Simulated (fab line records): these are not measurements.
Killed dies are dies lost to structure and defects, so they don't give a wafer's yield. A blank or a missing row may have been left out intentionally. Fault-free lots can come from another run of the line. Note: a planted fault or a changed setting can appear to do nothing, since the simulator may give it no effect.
Which tool did it?	flow sfq-line	Sampling: 14 lots, 42 wafers, 4 of 325 route steps

== WHAT THE GAUGES SHOWED, per wafer ==
The record holds no reading of a measuring or inspecting step that can be judged against a usual standard deviation.

== TOOL THAT RAN EACH LOT (tool first, then ch and the chambers of the sampled wafers, then the start) ==
lot	SFQ_TRILAYER_I0_DEP_PECVD_027	SFQ_TRILAYER_I0_VIA_STRIP_STRIP_035	SFQ_TRILAYER_I1_VIA_ETCH_VIA_ETCH_052	SFQ_TRILAYER_M2_STRIP_STRIP_061
L676	pecvd-01 ch 0,1,2, day 13 22:53	rie-metal-01 ch 1, day 19 21:38	rie-diel-04 ch 0,1,2, day 26 17:29	rie-metal-02 ch 0,1, day 32 15:29
L677	pecvd-02 ch 0,1,2, day 14 10:53	rie-metal-03 ch 0,1, day 20 08:26	rie-diel-04 ch 2,3, day 27 05:32	rie-metal-04 ch 0,1, day 33 02:29
L678	pecvd-02 ch 0,1,2, day 14 21:42	rie-metal-01 ch 0,1, day 20 20:22	rie-diel-02 ch 2,3, day 27 12:26	rie-metal-02 ch 0,1, day 33 04:41
L679	pecvd-03 ch 0,1,2, day 14 22:55	rie-metal-01 ch 0,1, day 20 22:58	rie-diel-04 ch 0,2,3, day 27 16:02	rie-metal-02 ch 0,1, day 33 08:29
L682	pecvd-01 ch 0,1, day 15 02:29	rie-metal-01 ch 0,1, day 21 08:22	rie-diel-04 ch 1,3, day 28 05:32	rie-metal-03 ch 0,1, day 33 23:48
L683	pecvd-02 ch 0,1, day 15 03:42	rie-metal-01 ch 0,1, day 21 10:58	rie-diel-02 ch 1,3, day 28 06:44	rie-metal-03 ch 0,1, day 34 03:36
L684	pecvd-03 ch 1,2, day 15 04:53	rie-metal-04 ch 0,1, day 21 14:26	rie-diel-03 ch 1,2,3, day 28 09:08	rie-metal-03 ch 0,1, day 34 08:19
L686	pecvd-03 ch 0,1,2, day 15 07:18	rie-metal-01 ch 0,1, day 21 21:34	rie-diel-02 ch 0,2,3, day 29 17:01	rie-metal-03 ch 0,1, day 36 03:31
L688	pecvd-01 ch 0,1,2, day 16 23:41	rie-metal-03 ch 0,1, day 23 12:10	rie-diel-03 ch 2,3, day 30 01:50	rie-metal-04 ch 0,1, day 36 12:08
L690	pecvd-03 ch 1,2, day 17 19:01	rie-metal-01 ch 0,1, day 24 08:29	rie-diel-04 ch 2,3, day 30 20:48	rie-metal-03 ch 0,1, day 37 08:27
L695	pecvd-03 ch 0,1,2, day 19 21:02	rie-metal-01 ch 0,1, day 26 01:58	rie-diel-02 ch 0,1, day 32 17:16	rie-metal-02 ch 0,1, day 38 16:11
L697	pecvd-02 ch 0,1, day 20 19:50	rie-metal-04 ch 0,1, day 26 23:42	rie-diel-02 ch 0,1,2, day 33 10:27	rie-metal-02 ch 0,1, day 39 08:59
L698	pecvd-02 ch 1,2, day 21 13:58	rie-metal-01 ch 0,1, day 28 03:18	rie-diel-04 ch 0,2,3, day 34 15:41	rie-metal-03 ch 0,1, day 40 06:35
L699	pecvd-01 ch 0, day 22 00:47	rie-metal-01 ch 0,1, day 28 10:30	rie-diel-04 ch 0,1, day 35 02:02	rie-metal-04 ch 0, day 40 18:06
- SFQ_TRILAYER_I0_DEP_PECVD_027: deposits SiO2 from SiH4/N2O, time 111.11 s, target thk 500 nm.
- SFQ_TRILAYER_I0_VIA_STRIP_STRIP_035: strips in O2.
- SFQ_TRILAYER_I1_VIA_ETCH_VIA_ETCH_052: etches SiO2 in CHF3, stops on Nb, target depth 260 nm.
- SFQ_TRILAYER_M2_STRIP_STRIP_061: strips in O2.

== WHAT THE TOOLS THEMSELVES READ (means of the sampled wafers that have a number; where no wafer has one, the mark that the record gives instead) ==
SFQ_TRILAYER_I0_DEP_PECVD_027.
lot	tool	heater-power-w (W)	throttle-valve-pct (%)
L676	pecvd-01	92	25.7
L677	pecvd-02	84	24.9
L678	pecvd-02	86	25.0
L679	pecvd-03	87	23.4
L682	pecvd-01	89	25.7
L683	pecvd-02	87	25.3
L684	pecvd-03	84	23.7
L686	pecvd-03	91	23.4
L688	pecvd-01	88	25.7
L690	pecvd-03	81	23.9
L695	pecvd-03	83	23.7
L697	pecvd-02	88	25.7
L698	pecvd-02	79	25.6
L699	pecvd-01	89	26.6

SFQ_TRILAYER_I0_VIA_STRIP_STRIP_035.
lot	tool	drypump-motor-current-A (A)	he-backside-leak-sccm (sccm)	oes-product-au (a.u.)
L676	rie-metal-01	6.5	3.89	0.986
L677	rie-metal-03	5.4	3.20	0.993
L678	rie-metal-01	6.2	3.71	0.994
L679	rie-metal-01	5.9	3.60	0.989
L682	rie-metal-01	6.2	3.61	0.989
L683	rie-metal-01	5.9	3.59	0.986
L684	rie-metal-04	6.2	3.23	0.998
L686	rie-metal-01	6.2	3.58	0.984
L688	rie-metal-03	5.3	3.35	0.999
L690	rie-metal-01	6.2	3.66	0.986
L695	rie-metal-01	5.9	3.56	1.000
L697	rie-metal-04	6.2	3.39	1.015
L698	rie-metal-01	6.2	3.63	1.002
L699	rie-metal-01	5.8	3.57	0.992

SFQ_TRILAYER_I1_VIA_ETCH_VIA_ETCH_052.
lot	tool	drypump-motor-current-A (A)	oes-product-au (a.u.)	rf-fwd-power-W (W)
L676	rie-diel-04	5.6	0.857	498.2
L677	rie-diel-04	6.2	0.853	499.6
L678	rie-diel-02	5.2	0.855	500.5
L679	rie-diel-04	6.1	0.851	497.6
L682	rie-diel-04	5.2	0.854	497.8
L683	rie-diel-02	6.2	0.857	498.9
L684	rie-diel-03	5.5	0.861	499.5
L686	rie-diel-02	5.6	0.856	497.3
L688	rie-diel-03	5.7	0.856	497.6
L690	rie-diel-04	6.4	0.858	498.0
L695	rie-diel-02	6.0	0.850	417.5
L697	rie-diel-02	5.6	0.855	417.7
L698	rie-diel-04	6.1	0.863	498.1
L699	rie-diel-04	5.0	0.856	499.2

SFQ_TRILAYER_M2_STRIP_STRIP_061.
lot	tool	drypump-motor-current-A (A)	he-backside-leak-sccm (sccm)	oes-product-au (a.u.)
L676	rie-metal-02	5.9	3.41	1.005
L677	rie-metal-04	6.2	3.34	1.008
L678	rie-metal-02	5.9	3.50	1.004
L679	rie-metal-02	5.5	3.42	0.998
L682	rie-metal-03	5.4	3.16	0.990
L683	rie-metal-03	5.3	3.50	1.000
L684	rie-metal-03	5.3	3.45	0.991
L686	rie-metal-03	5.3	3.36	0.996
L688	rie-metal-04	6.2	3.47	1.018
L690	rie-metal-03	5.3	3.45	0.989
L695	rie-metal-02	5.5	3.44	1.006
L697	rie-metal-02	5.5	3.60	1.006
L698	rie-metal-03	5.4	3.43	1.001
L699	rie-metal-04	6.2	3.47	1.000

== THE ANSWER, worked out from the rows above alone ==
Rule: usual is defined by the lots themselves. The widest of any qualifying gaps counts: lots, ordered by their means at a reading, are off when they make up no more than a third of the lots, leave a main group of 4 or more, and stand apart from it by 3 or more times the standard deviation of that group's means. A main group whose means are all the same, to the digits that the tables above print for the reading, isn't used. A lot without any number at a reading at which 4 lots or more have one is off too. The other lots that the step has rows for count as sound. The gauges are gone through in route order, then the tools' own readings, and for those a lot's mean is taken as printed above. At the first step where some lot is off, the reading lying furthest off is the one used; lots without a number count as furthest.
Off, at SFQ_TRILAYER_I1_VIA_ETCH_VIA_ETCH_052 on rf-fwd-power-W: L695, L697. For the main group the mean is 498.5 W and the standard deviation 0.95.
If a tool, at that step or one of the process steps before it, ran each lot that is off and ran no sound lot following the first of them, it fits. One fits: SFQ_TRILAYER_I1_VIA_ETCH_VIA_ETCH_052 on rie-diel-02. A fault onset in the window from L686 (day 29 17:01, its last sound lot) to L695 (day 32 17:16, its first lot off) fits.
On the lots that are off, the tool's own readings at SFQ_TRILAYER_I1_VIA_ETCH_VIA_ETCH_052 differ by more than 5 times the standard deviation of the sound lots' means, which bears it out; rf-fwd-power-W reads 417.6 W there versus 498.5 W on the sound lots.

== WHAT WAS PUT IN BY THE SIMULATOR ==
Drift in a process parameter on rie-diel-02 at SFQ_TRILAYER_I1_VIA_ETCH_VIA_ETCH_052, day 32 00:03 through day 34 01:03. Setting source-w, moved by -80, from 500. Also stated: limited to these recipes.
Shown lots that were struck: L695, L697. The rule above reached the same finding.
